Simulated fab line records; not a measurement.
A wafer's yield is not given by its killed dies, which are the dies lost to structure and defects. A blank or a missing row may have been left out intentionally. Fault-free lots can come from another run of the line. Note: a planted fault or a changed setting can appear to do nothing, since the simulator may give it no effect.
fab line records | flow sky130
record: lots: 24 wafers: 72 lastDay: 50
route steps=708 shown LI_CONTACT@376 CONTACT@424 METAL1@450 VIA1@471
lots that met no fault: taken from a fault-free run of the same line
startH: hours from the record's first day to the start of the lot's first wafer shown | waitH: hours from the lot's prior step to this one | " same as the row above | L1.1+2: one row covering several wafers at once | - no value present, or no start provided | * or withheld: withheld | < > ~ a bound
route shown NAME@n: a module of which the file shows steps, and the number in the route of the first | usual: mean/standard deviation of fault-free wafers | same: alike in all rows | chamber/n: place in a boat | sites: each site's reading | _std_site: standard deviation of those values | _edge_site: inner sites' mean taken away from outer sites' mean | radiusMm: how far each site lies from the wafer's centre | mask NAME#n: copy n | behind: the last tool/chamber to shape the wafer | hold: reason for holding the lot/hours on hold/outcome of the hold | device: names the non-switching transistor (n, p or np) | end of line: the route-end tests of the same wafers | a step without rows: its recipe alone | killed: the dies lost at the first sort to structure and to defects; this is not the yield of the wafer | map: a wafer's dies, marking killed ones x, the rest . and places with no die _
set.NAME: the setting the step ran with; set.NAME@STEP: the setting that earlier step ran with | model.NAME: the simulator's own value behind a step, which no gauge read
one table for each step of the route and one row for each wafer, over a sample of lots
services: when a tool's chamber went out of use (startH, in hours from the record's first day, below 0 if earlier), for how many hours, and the reason
== steps ==
step: SKY_LI_CONTACT_ETCH_14
recipe: chemistry: N2/H2 target: BARC ionEnergyEv: 200 sourceW: 500 biasW: 100 pressureMtorr: 30 n2FlowSccm: 100 h2FlowSccm: 200 stopOn: SiO2 timeS: 45.9 targetDepthA: 600
usual: chamberPressureMTorr: 30.000/0.026 drypumpMotorCurrentA: 5.9/0.46 oesProductAu: 0.854/0.0046 throttleValvePct: 13.225/0.0086
columns lot.wafer tool chamber startH waitH chamberPressureMTorr drypumpMotorCurrentA oesProductAu rfHoursCounterH throttleValvePct
L074.2 rieDiel-04 1 674.33 0.0 29.978 5.9 0.852 15 13.219
L074.5 " 2 " " 30.002 5.8 0.856 - 13.229
L074.6 " 3 " " 30.003 6.5 0.862 - 13.231
L075.2 rieDiel-02 0 683.80 0.0 30.026 5.8 0.860 5 13.221
L075.3 " 2 " " 29.970 5.4 0.857 14 13.230
L075.6 " 3 " " 30.035 5.9 0.856 - 13.227
L076.1 rieDiel-04 3 716.20 0.0 29.987 6.5 0.851 6 13.220
L076.3 " 1 " " 29.986 5.9 0.858 15 13.222
L076.6 " 3 " " 30.023 6.5 0.857 - 13.222
L077.2 rieDiel-04 0 718.42 0.0 29.970 5.1 0.864 12 13.218
L077.4 " 1 " " 30.049 5.9 0.854 15 13.235
L077.5 " 0 " " 30.021 5.1 0.855 - 13.244
L079.1 rieDiel-02 2 720.77 0.0 29.993 5.4 0.854 15 13.227
L079.2 " 1 " " 29.991 6.1 0.845 12 13.220
L079.4 " 3 " " 29.957 5.8 0.855 6 13.229
L080.1 rieDiel-03 1 720.90 0.0 30.027 5.0 0.851 8 13.219
L080.2 " 3 " " 29.964 6.4 0.846 12 13.227
L080.5 " 1 " " 29.960 5.1 0.854 - 13.227
L078.1 rieDiel-04 3 721.14 0.0 30.025 6.5 0.858 6 13.218
L078.2 " 1 " " 30.058 5.9 0.854 16 13.223
L078.4 " 2 " " 29.986 5.8 0.850 26 13.232
L081.1 rieDiel-03 0 727.56 0.0 29.985 6.4 0.854 14 13.223
L081.3 " 2 " " 29.960 6.2 0.860 14 13.234
L081.4 " 3 " " 29.993 6.4 0.854 12 13.221
L082.1 rieDiel-02 3 739.17 0.0 30.027 5.8 0.851 7 13.226
L082.5 " 3 " " 30.001 5.8 0.849 - 13.216
L082.6 " 0 " " 29.990 5.8 0.850 - 13.222
L083.2 rieDiel-04 3 747.79 0.0 29.989 6.5 0.856 7 13.220
L083.5 " 0 " " 30.020 5.1 0.856 - 13.231
L083.6 " 3 " " 29.996 6.5 0.855 - 13.220
L085.4 rieDiel-04 1 760.31 0.0 29.982 5.9 0.854 16 13.214
L085.5 " 0 " " 29.972 5.1 0.848 - 13.216
L085.6 " 3 " " 30.006 6.4 0.863 - 13.214
L084.1 rieDiel-03 2 760.66 0.0 30.002 6.3 0.855 15 13.240
L084.4 " 1 " " 29.988 5.1 0.856 9 13.224
L084.5 " 3 " " 30.011 6.4 0.855 - 13.221
L086.1 rieDiel-03 1 773.40 0.0 30.010 5.1 0.849 9 13.230
L086.3 " 0 " " 30.053 6.4 0.857 15 13.227
L086.4 " 3 " " 29.944 6.4 0.853 13 13.217
L089.2 rieDiel-03 3 806.21 0.0 29.991 6.4 0.857 14 13.242
L089.3 " 2 " " 29.980 6.3 0.854 16 13.233
L089.4 " 0 " " 29.990 6.4 0.856 16 13.236
L087.1 rieDiel-02 1 807.62 0.0 29.975 6.1 0.853 15 13.238
L087.3 " 2 " " 30.037 5.5 0.852 17 13.222
L087.4 " 0 " " 29.995 5.8 0.852 8 13.223
L088.3 rieDiel-04 2 808.81 0.0 30.007 5.8 0.855 27 13.240
L088.4 " 0 " " 30.014 5.1 0.850 - 13.225
L088.5 " 1 " " 29.972 5.9 0.847 - 13.229
L090.2 rieDiel-04 1 810.30 0.0 30.010 5.9 0.855 18 13.219
L090.3 " 0 " " 29.986 5.1 0.847 15 13.219
L090.4 " 2 " " 30.011 5.8 0.858 - 13.219
L091.4 rieDiel-04 1 813.08 0.0 29.979 5.9 0.847 - 13.215
L091.5 " 2 " " 29.998 5.8 0.852 - 13.217
L091.6 " 1 " " 29.981 5.9 0.852 - 13.230
L092.3 rieDiel-02 3 817.29 0.0 29.984 5.9 0.855 9 13.229
L092.4 " 1 " " 29.997 6.1 0.848 15 13.235
L092.6 " 3 " " 30.012 5.8 0.851 - 13.222
L093.3 rieDiel-04 1 819.76 0.0 30.040 5.9 0.860 - 13.222
L093.4 " 2 " " 29.991 5.8 0.863 - 13.245
L093.5 " 1 " " 29.966 5.9 0.861 - 13.214
L094.2 rieDiel-02 0 828.58 0.0 30.021 5.8 0.849 9 13.235
L094.3 " 1 " " 30.021 6.1 0.849 16 13.227
L094.6 " 1 " " 30.014 6.1 0.861 - 13.241
L095.2 rieDiel-03 3 839.15 0.0 30.007 6.4 0.852 15 13.223
L095.3 " 2 " " 30.005 6.3 0.861 17 13.230
L095.6 " 2 " " 30.006 6.3 0.853 - 13.223
L096.4 rieDiel-04 1 843.67 0.0 29.987 5.9 0.851 - 13.225
L096.5 " 0 " " 30.036 5.1 0.850 - 13.223
L096.6 " 3 " " 29.994 6.5 0.855 - 13.221
L097.1 rieDiel-03 1 848.25 0.0 29.961 5.1 0.853 11 13.219
L097.3 " 0 " " 29.987 6.4 0.856 17 13.206
L097.4 " 3 " " 29.992 6.4 0.854 16 13.239
step: SKY_CONTACT_ETCH_18
recipe: target: Si3N4 chemistry: CHF3/O2 stopOn: TiN sourceW: 600 biasW: 200 pressureMtorr: 40 chf3FlowSccm: 50 O2_flow_sccm: 5 timeS: 39 targetDepthA: 750
usual: chamberPressureMTorr: 40.00/0.035 drypumpMotorCurrentA: 5.9/0.39 oesProductAu: 0.856/0.0073 throttleValvePct: 8.792/0.0087
columns lot.wafer tool chamber startH waitH chamberPressureMTorr drypumpMotorCurrentA oesProductAu rfHoursCounterH throttleValvePct
L074.2 rieDiel-02 0 - - 39.98 5.8 0.845 6 8.788
L074.5 " 1 " " 39.95 6.1 0.857 - 8.785
L074.6 " 0 " " 39.97 5.8 0.856 - 8.799
L075.2 rieDiel-01 0 - - 40.00 5.7 0.851 10 8.786
L075.3 " 1 " " 39.94 5.4 0.869 11 8.791
L075.6 " 3 " " 39.99 6.1 0.858 - 8.803
L076.1 rieDiel-02 1 - - 39.99 6.1 0.843 14 8.794
L076.3 " 0 " " 40.00 5.8 0.844 7 8.787
L076.6 " 2 " " 39.97 5.5 0.852 - 8.792
L077.2 rieDiel-02 2 - - 40.02 5.4 0.846 17 8.794
L077.4 " 3 " " 40.07 5.8 0.863 8 8.792
L077.5 " 3 " " 40.01 5.8 0.853 - 8.781
L079.1 rieDiel-01 1 - - 40.00 5.5 0.848 13 8.778
L079.2 " 2 " " 39.97 5.9 0.855 23 8.783
L079.4 " 3 " " 39.98 6.0 0.868 - 8.790
L080.1 rieDiel-02 2 - - 39.98 5.4 0.863 17 8.784
L080.2 " 3 " " 40.02 5.8 0.863 8 8.792
L080.5 " 1 " " 40.02 6.1 0.865 - 8.807
L078.1 rieDiel-01 2 - - 39.97 5.9 0.855 23 8.795
L078.2 " 3 " " 39.99 6.1 0.846 33 8.778
L078.4 " 2 " " 40.01 5.9 0.858 - 8.806
L081.1 rieDiel-03 2 - - 40.05 6.2 0.849 15 8.796
L081.3 " 3 " " 40.02 6.4 0.853 14 8.791
L081.4 " 1 " " 40.04 5.0 0.848 9 8.785
L082.1 rieDiel-03 2 - - 40.02 6.2 0.843 16 8.780
L082.5 " 3 " " 39.97 6.4 0.858 - 8.783
L082.6 " 2 " " 39.95 6.2 0.845 - 8.776
L083.2 rieDiel-02 3 - - 39.98 5.8 0.871 8 8.803
L083.5 " 3 " " 40.07 5.9 0.859 - 8.799
L083.6 " 2 " " 40.08 5.5 0.858 - 8.798
L085.4 rieDiel-01 3 - - 39.99 6.1 0.856 34 8.783
L085.5 " 1 " " 40.05 5.4 0.864 - 8.801
L085.6 " 0 " " 39.96 5.7 0.860 - 8.800
L084.1 rieDiel-02 3 - - 40.01 5.8 0.856 9 8.785
L084.4 " 2 " " 39.97 5.4 0.844 18 8.787
L084.5 " 0 " " 40.01 5.8 0.859 - 8.788
L086.1 rieDiel-03 3 - - 40.02 6.3 0.850 15 8.800
L086.3 " 0 " " 39.96 6.4 0.850 17 8.797
L086.4 " 1 " " 40.03 5.0 0.854 11 8.796
L089.2 rieDiel-03 0 - - 39.95 6.4 0.854 17 8.798
L089.3 " 2 " " 40.03 6.3 0.863 18 8.809
L089.4 " 3 " " 40.07 6.4 0.863 16 8.782
L087.1 rieDiel-01 0 - - 39.96 5.7 0.854 14 8.782
L087.3 " 2 " " 40.00 5.9 0.848 26 8.795
L087.4 " 1 " " 40.03 5.4 0.855 15 8.799
L088.3 rieDiel-02 2 - - 39.98 5.5 0.858 19 8.775
L088.4 " 0 " " 40.02 5.8 0.858 10 8.798
L088.5 " 3 " " 39.98 5.8 0.856 - 8.791
L090.2 rieDiel-03 0 - - 40.02 6.4 0.857 18 8.785
L090.3 " 3 " " 39.98 6.4 0.863 16 8.816
L090.4 " 1 " " 40.02 5.0 0.871 12 8.793
L091.4 rieDiel-01 1 - - 40.04 5.5 0.856 15 8.806
L091.5 " 2 " " 39.96 5.9 0.859 - 8.797
L091.6 " 1 " " 40.04 5.4 0.861 - 8.810
L092.3 rieDiel-01 1 - - 40.05 5.4 0.862 16 8.796
L092.4 " 2 " " 40.02 5.9 0.856 26 8.801
L092.6 " 2 " " 39.97 5.9 0.866 - 8.792
L093.3 rieDiel-03 1 - - 40.01 5.1 0.849 12 8.796
L093.4 " 3 " " 39.97 6.4 0.844 17 8.792
L093.5 " 0 " " 39.92 6.4 0.853 - 8.796
L094.2 rieDiel-03 3 - - 39.97 6.4 0.857 18 8.783
L094.3 " 2 " " 40.04 6.3 0.863 19 8.790
L094.6 " 1 " " 39.99 5.1 0.860 - 8.794
L095.2 rieDiel-02 2 - - 39.98 5.5 0.855 21 8.789
L095.3 " 0 " " 39.96 5.8 0.855 11 8.797
L095.6 " 0 " " 40.01 5.8 0.851 - 8.802
L096.4 rieDiel-01 2 - - 40.00 5.9 0.856 27 8.790
L096.5 " 1 " " 40.00 5.5 0.857 - 8.807
L096.6 " 0 " " 40.04 5.7 0.855 - 8.793
L097.1 rieDiel-03 3 - - 40.01 6.4 0.854 18 8.812
L097.3 " 2 " " 39.99 6.3 0.859 20 8.774
L097.4 " 1 " " 39.98 5.1 0.854 13 8.796
step: SKY_CONTACT_SPUTTER_23
recipe: material: TiN targetThkNm: 20 chamberPressurePa: 5 powerW: 4000 timeS: 80
usual: throttleValvePct: 30.2/0.9
columns lot.wafer tool chamber startH waitH throttleValvePct
L074.2 pvdSputter-04 - 733.84 0.0 29.4
L074.5 " - " " 30.3
L074.6 " - " " 29.6
L075.2 pvdSputter-04 - 742.40 0.0 29.8
L075.3 " - " " 30.2
L075.6 " - " " 29.3
L076.1 pvdSputter-03 - 774.25 0.0 32.2
L076.3 " - " " 30.5
L076.6 " - " " 32.1
L077.2 pvdSputter-03 - 778.41 0.0 32.3
L077.4 " - " " 30.5
L077.5 " - " " 29.7
L079.1 pvdSputter-04 - 779.07 0.0 29.3
L079.2 " - " " 29.1
L079.4 " - " " 30.1
L080.1 pvdSputter-03 - 780.31 0.0 30.3
L080.2 " - " " 30.3
L080.5 " - " " 30.4
L078.1 pvdSputter-04 - 781.11 0.0 29.5
L078.2 " - " " 30.2
L078.4 " - " " 29.2
L081.1 pvdSputter-04 - 784.73 0.0 29.8
L081.3 " - " " 29.3
L081.4 " - " " 29.3
L082.1 pvdSputter-03 - 796.27 0.0 30.0
L082.5 " - " " 32.1
L082.6 " - " " 30.3
L083.2 pvdSputter-02 - 806.33 0.0 31.3
L083.5 " - " " 31.7
L083.6 " - " " 29.8
L085.4 pvdSputter-03 - 818.48 0.0 30.4
L085.5 " - " " 30.4
L085.6 " - " " 32.6
L084.1 pvdSputter-03 - 819.37 0.0 30.3
L084.4 " - " " 30.5
L084.5 " - " " 30.4
L086.1 pvdSputter-04 - 831.15 0.0 30.3
L086.3 " - " " 29.3
L086.4 " - " " 29.3
L089.2 pvdSputter-04 - 861.95 0.0 30.1
L089.3 " - " " 29.1
L089.4 " - " " 29.6
L087.1 pvdSputter-04 - 863.10 0.0 30.0
L087.3 " - " " 29.3
L087.4 " - " " 30.3
L088.3 pvdSputter-02 - 863.37 0.0 31.0
L088.4 " - " " 32.1
L088.5 " - " " 29.5
L090.2 pvdSputter-04 - 866.22 0.0 30.1
L090.3 " - " " 29.5
L090.4 " - " " 29.1
L091.4 pvdSputter-03 - 869.29 0.0 30.2
L091.5 " - " " 32.2
L091.6 " - " " 30.8
L092.3 pvdSputter-02 - 873.12 0.0 31.7
L092.4 " - " " 30.8
L092.6 " - " " 31.7
L093.3 pvdSputter-03 - 875.86 0.0 30.0
L093.4 " - " " 30.2
L093.5 " - " " 30.0
L094.2 pvdSputter-03 - 886.01 0.0 30.3
L094.3 " - " " 30.5
L094.6 " - " " 29.8
L095.2 pvdSputter-04 - 894.64 0.0 29.5
L095.3 " - " " 29.1
L095.6 " - " " 29.1
L096.4 pvdSputter-02 - 898.28 0.0 29.7
L096.5 " - " " 30.5
L096.6 " - " " 29.7
L097.1 pvdSputter-04 - 904.50 0.0 30.2
L097.3 " - " " 29.9
L097.4 " - " " 29.1
step: SKY_CONTACT_CMP_27
recipe: stopOn: SiO2 tOverpolishS: 15 downForcePsi: 3.5 platenRpm: 60 targetThkNm: 0 padVelocityMS: 0.94248
usual: motorCurrentA: 10.9/1.3 overpolishRunS: 15.000/0.0087 slurryFlowMlMin: 150.1/0.48 timeToEndpointS: 82/3.1
columns lot.wafer tool chamber startH waitH motorCurrentA overpolishRunS slurryFlowMlMin timeToEndpointS
L074.2 cmp-01 0 734.30 0.1 13.1 14.995 150.3 84
L074.6 " 2 " " 11.9 15.012 149.9 85
L074.5 " 3 " " 11.2 15.011 149.5 84
L075.2 cmp-01 2 742.85 0.1 12.4 14.989 150.3 80
L075.3 " 3 " " 11.0 14.995 149.7 84
L075.6 " 0 " " 12.1 15.001 150.3 81
L076.3 cmp-01 2 774.65 0.1 11.9 14.999 150.4 79
L076.1 " 0 " " 11.8 15.007 149.9 78
L076.6 " 2 " " 11.8 14.992 150.0 77
L077.4 cmp-01 1 778.76 0.0 11.4 14.994 150.8 82
L077.2 " 3 " " 11.4 14.993 149.8 79
L077.5 " 2 " " 11.9 14.997 149.9 74
L079.4 cmp-02 2 779.49 0.1 11.4 15.004 150.6 83
L079.1 " 3 " " 9.9 14.993 149.5 86
L079.2 " 0 " " 11.3 14.997 150.6 86
L080.2 cmp-01 3 780.66 0.0 11.2 15.001 149.3 82
L080.1 " 0 " " 12.9 14.998 149.4 81
L080.5 " 3 " " 11.3 14.999 150.2 84
L078.1 cmp-01 0 781.46 0.1 13.0 14.997 149.4 80
L078.2 " 2 " " 11.7 15.002 149.9 79
L078.4 " 3 " " 11.3 15.015 150.2 83
L081.3 cmp-02 1 785.08 0.0 8.6 14.984 150.0 81
L081.1 " 2 " " 11.4 15.012 149.9 80
L081.4 " 0 " " 11.3 14.996 150.7 81
L082.1 cmp-01 0 796.67 0.1 12.8 14.993 149.6 80
L082.6 " 3 " " 10.5 15.010 150.5 78
L082.5 " 0 " " 12.9 15.003 150.0 77
L083.2 cmp-01 3 807.09 0.4 11.3 15.002 149.7 79
L083.5 " 0 " " 13.2 14.994 150.2 75
L083.6 " 1 " " 11.4 14.989 149.9 82
L085.4 cmp-02 0 818.88 0.1 11.0 15.014 150.7 82
L085.5 " 3 " " 9.7 14.989 150.1 85
L085.6 " 0 " " 10.8 14.994 149.8 81
L084.1 cmp-01 0 819.77 0.1 12.6 15.003 149.4 81
L084.4 " 1 " " 11.7 14.994 150.3 82
L084.5 " 0 " " 13.0 14.996 149.5 80
L086.1 cmp-01 0 831.50 0.1 13.4 14.992 150.7 82
L086.3 " 2 " " 12.1 14.995 149.1 82
L086.4 " 3 " " 11.3 15.005 149.8 82
L089.3 cmp-02 2 862.53 0.3 11.2 15.014 149.4 85
L089.4 " 3 " " 9.7 15.005 149.6 84
L089.2 " 1 " " 8.6 14.999 150.3 88
L087.3 cmp-02 1 863.45 0.0 8.4 14.992 150.3 82
L087.1 " 2 " " 11.3 14.984 150.1 81
L087.4 " 0 " " 11.2 15.001 150.1 82
L088.3 cmp-02 3 863.75 0.1 9.8 14.999 149.2 85
L088.4 " 2 " " 11.5 14.998 150.5 82
L088.5 " 0 " " 10.9 14.997 150.7 85
L090.4 cmp-02 0 866.57 0.0 10.9 14.992 150.6 84
L090.3 " 2 " " 10.5 14.997 149.5 85
L090.2 " 3 " " 10.5 15.003 150.4 86
L091.4 cmp-02 1 869.64 0.0 8.2 14.984 149.9 88
L091.6 " 1 " " 8.3 15.013 149.9 88
L091.5 " 2 " " 11.6 15.002 150.2 87
L092.3 cmp-02 0 873.48 0.0 11.1 14.994 150.9 83
L092.4 " 1 " " 8.4 15.009 149.8 83
L092.6 " 0 " " 11.6 14.992 150.5 82
L093.4 cmp-02 1 876.23 0.0 8.5 15.014 151.0 85
L093.3 " 2 " " 11.1 15.010 150.3 84
L093.5 " 1 " " 8.2 15.009 150.2 88
L094.3 cmp-02 0 886.41 0.1 11.0 14.985 151.0 82
L094.2 " 2 " " 11.5 15.000 150.4 81
L094.6 " 3 " " 10.4 14.996 150.5 86
L095.3 cmp-02 3 894.99 0.0 10.0 15.002 149.9 85
L095.2 " 1 " " 8.2 14.991 150.1 86
L095.6 " 0 " " 11.6 14.987 150.0 82
L096.4 cmp-02 3 898.68 0.1 10.0 15.003 150.1 88
L096.6 " 2 " " 11.5 14.983 150.4 82
L096.5 " 3 " " 10.0 14.994 149.2 84
L097.4 cmp-02 3 904.90 0.1 9.9 14.998 149.6 80
L097.3 " 0 " " 11.3 15.010 149.0 78
L097.1 " 1 " " 8.4 15.010 149.6 83
step: SKY_METAL1_OVL_MEAS_16
usual: METAL1_OVL: -2/4.9
columns lot.wafer tool chamber startH waitH METAL1_OVL[nm]
L074.2 overlay-01 - 762.34 0.1 3
L074.5 " - " " 9
L074.6 " - " " 9
L075.2 overlay-02 - 770.04 0.1 -6
L075.3 " - " " -1
L075.6 " - " " -9
L076.1 overlay-02 - 802.29 0.1 5
L076.3 " - " " 8
L076.6 " - " " 2
L077.2 overlay-02 - 805.62 0.1 -8
L077.4 " - " " -3
L077.5 " - " " 0
L079.1 overlay-02 - 807.93 0.1 0
L079.2 " - " " 3
L079.4 " - " " -2
L080.1 overlay-02 - 809.01 0.1 -2
L080.2 " - " " -5
L080.5 " - " " -3
L078.1 overlay-01 - 809.04 0.1 -1
L078.2 " - " " -4
L078.4 " - " " -6
L081.1 overlay-01 - 813.14 0.1 -1
L081.3 " - " " 4
L081.4 " - " " 4
L082.1 overlay-01 - 824.77 0.1 -1
L082.5 " - " " -3
L082.6 " - " " -5
L083.2 overlay-01 - 833.79 0.1 -8
L083.5 " - " " 2
L083.6 " - " " -8
L085.4 overlay-02 - 845.88 0.1 0
L085.5 " - " " -6
L085.6 " - " " -3
L084.1 overlay-02 - 846.73 0.1 -1
L084.4 " - " " -3
L084.5 " - " " 0
L086.1 overlay-01 - 858.28 0.1 0
L086.3 " - " " 6
L086.4 " - " " 3
L089.2 overlay-01 - 889.04 0.1 -12
L089.3 " - " " -6
L089.4 " - " " -7
L087.1 overlay-01 - 890.19 0.1 -4
L087.3 " - " " 1
L087.4 " - " " -8
L088.3 overlay-01 - 890.62 0.1 -13
L088.4 " - " " -11
L088.5 " - " " -10
L090.2 overlay-01 - 893.17 0.1 -10
L090.3 " - " " -8
L090.4 " - " " -8
L091.4 overlay-01 - 896.16 0.1 -5
L091.5 " - " " -5
L091.6 " - " " -3
L092.3 overlay-02 - 899.54 0.1 7
L092.4 " - " " 1
L092.6 " - " " 1
L093.3 overlay-01 - 901.97 0.1 -6
L093.4 " - " " -4
L093.5 " - " " 0
L094.2 overlay-01 - 911.84 0.1 4
L094.3 " - " " 2
L094.6 " - " " 1
L095.2 overlay-02 - 920.49 0.1 -3
L095.3 " - " " -2
L095.6 " - " " -6
L096.4 overlay-01 - 923.90 0.1 -1
L096.5 " - " " 0
L096.6 " - " " -5
L097.1 overlay-02 - 928.34 0.1 -3
L097.3 " - " " 0
L097.4 " - " " -2
step: SKY_VIA1_OVL_MEAS_13
usual: VIA1_OVL: -1/5.3
columns lot.wafer tool chamber startH waitH VIA1_OVL[nm]
L074.2 overlay-02 - 790.29 0.1 4
L074.5 " - " " 7
L074.6 " - " " 8
L075.2 overlay-01 - 798.02 0.1 -2
L075.3 " - " " -7
L075.6 " - " " -3
L076.1 overlay-01 - 830.62 0.1 -1
L076.3 " - " " -4
L076.6 " - " " -8
L077.2 overlay-02 - 833.43 0.1 1
L077.4 " - " " 3
L077.5 " - " " 1
L079.1 overlay-01 - 835.60 0.1 7
L079.2 " - " " 0
L079.4 " - " " 5
L078.1 overlay-01 - 835.95 0.1 -6
L078.2 " - " " -4
L078.4 " - " " -8
L080.1 overlay-01 - 837.21 0.1 -4
L080.2 " - " " -9
L080.5 " - " " -8
L081.1 overlay-02 - 841.56 0.1 3
L081.3 " - " " 0
L081.4 " - " " 4
L082.1 overlay-02 - 852.92 0.1 -2
L082.5 " - " " 7
L082.6 " - " " 2
L083.2 overlay-01 - 861.19 0.1 -1
L083.5 " - " " 1
L083.6 " - " " 3
L085.4 overlay-02 - 872.68 0.1 -1
L085.5 " - " " 3
L085.6 " - " " -2
L084.1 overlay-02 - 873.92 0.1 -7
L084.4 " - " " -3
L084.5 " - " " -8
L086.1 overlay-01 - 886.47 0.1 -1
L086.3 " - " " 2
L086.4 " - " " -9
L089.2 overlay-02 - 915.83 0.1 10
L089.3 " - " " 8
L089.4 " - " " 8
L087.1 overlay-02 - 916.77 0.1 -6
L087.3 " - " " -7
L087.4 " - " " -3
L088.3 overlay-02 - 917.22 0.1 -7
L088.4 " - " " -1
L088.5 " - " " 1
L090.2 overlay-01 - 919.84 0.1 9
L090.3 " - " " 3
L090.4 " - " " 2
L091.4 overlay-01 - 921.88 0.1 -7
L091.5 " - " " -4
L091.6 " - " " -11
L092.3 overlay-02 - 924.89 0.1 -9
L092.4 " - " " 1
L092.6 " - " " -6
L093.3 overlay-01 - 926.42 0.1 4
L093.4 " - " " 0
L093.5 " - " " -7
L094.2 overlay-01 - 941.72 0.1 3
L094.3 " - " " 2
L094.6 " - " " -1
L095.2 overlay-02 - 946.57 0.1 2
L095.3 " - " " 5
L095.6 " - " " 2
L096.4 overlay-02 - 949.75 0.1 -1
L096.5 " - " " -6
L096.6 " - " " -4
L097.1 overlay-02 - 953.51 0.1 -2
L097.3 " - " " -7
L097.4 " - " " -2
== services ==
columns tool chamber startH hours kind
rieDiel-04 - 660.87 0.5 repair
cmp-02 - 662.78 0.5 repair
rieDiel-04 - 666.34 1.1 repair
rieDiel-04 - 708.47 1.8 repair
rieDiel-02 - 721.08 2.8 pm
rieDiel-04 2 724.15 22.0 repair
cmp-02 - 725.42 5.1 repair
cmp-02 - 734.24 1.9 repair
cmp-02 - 741.98 1.1 repair
cmp-02 - 744.04 4.0 pm
cmp-02 - 758.24 1.5 repair
rieDiel-02 3 769.98 4.3 repair
rieDiel-03 1 775.30 7.5 repair
cmp-02 - 804.84 2.1 repair
rieDiel-04 3 805.82 22.8 repair
rieDiel-04 0 810.61 20.6 repair
rieDiel-03 - 817.39 2.8 pm
cmp-02 - 822.81 1.1 repair
rieDiel-04 - 829.56 4.3 pm
cmp-02 - 841.62 5.5 pm
cmp-02 - 852.76 5.0 pm
rieDiel-03 1 869.56 4.3 repair
rieDiel-02 0 881.31 9.3 repair
rieDiel-03 - 896.63 2.2 repair
== key ==
fault none
